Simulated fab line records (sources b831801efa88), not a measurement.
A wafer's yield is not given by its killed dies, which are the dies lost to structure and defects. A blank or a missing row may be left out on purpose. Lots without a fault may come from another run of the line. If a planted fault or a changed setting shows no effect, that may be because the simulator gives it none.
Matching of chambers ; flow sky130 ; SKY_VIA3_CMP_24 on cmp-02 has 4 sister chambers
The step polishes, stops on SiO2, t overpolish 20 s, target thk 0 nm. 4 wafers are shown with their chamber, then 8 later ones without.

== WAFERS WITH THEIR CHAMBER ==
wafer;chamber;motor-current-A (A)
L480.2;1;10.3
L480.6;3;10.5
L483.4;0;8.9
L484.1;2;11.7

== WAFERS WITH NO CHAMBER GIVEN ==
wafer;motor-current-A (A)
L484.3;10.9
L484.5;10.4
L489.2;10.5
L489.3;11.2
L489.5;11.8
L494.1;10.1
L494.2;9.1
L494.6;11.6

== WHICH CHAMBER EACH ONE RAN IN ==
wafer;from the rows above;in truth
L484.3;can't be placed: 3 or 1 or 2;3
L484.5;can't be placed: 1 or 3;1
L489.2;can't be placed: 3 or 1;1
L489.3;can't be placed: 2 or 3 or 1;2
L489.5;2;2
L494.1;can't be placed: 1 or 3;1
L494.2;0;0
L494.6;2;2
Placed correctly: 3 of 8. Unplaceable from these rows: 5, with the true chamber sitting among the candidates in 5. Wrongly placed: 0.
How it was worked out, from the rows above alone: a wafer's distance from a chamber is the root of the sum, over the readings, of the square of ((its reading less the chamber's mean) divided by the reading's scatter). If the next closest chamber is less than 2 further off than the closest, the wafer can't be placed; otherwise it belongs to the closest. The mean given for a chamber averages the wafers shown for that chamber. The scatter (one wafer shown for each chamber): square how far every hidden wafer sits from the nearest shown wafer, average those squares and take the square root.
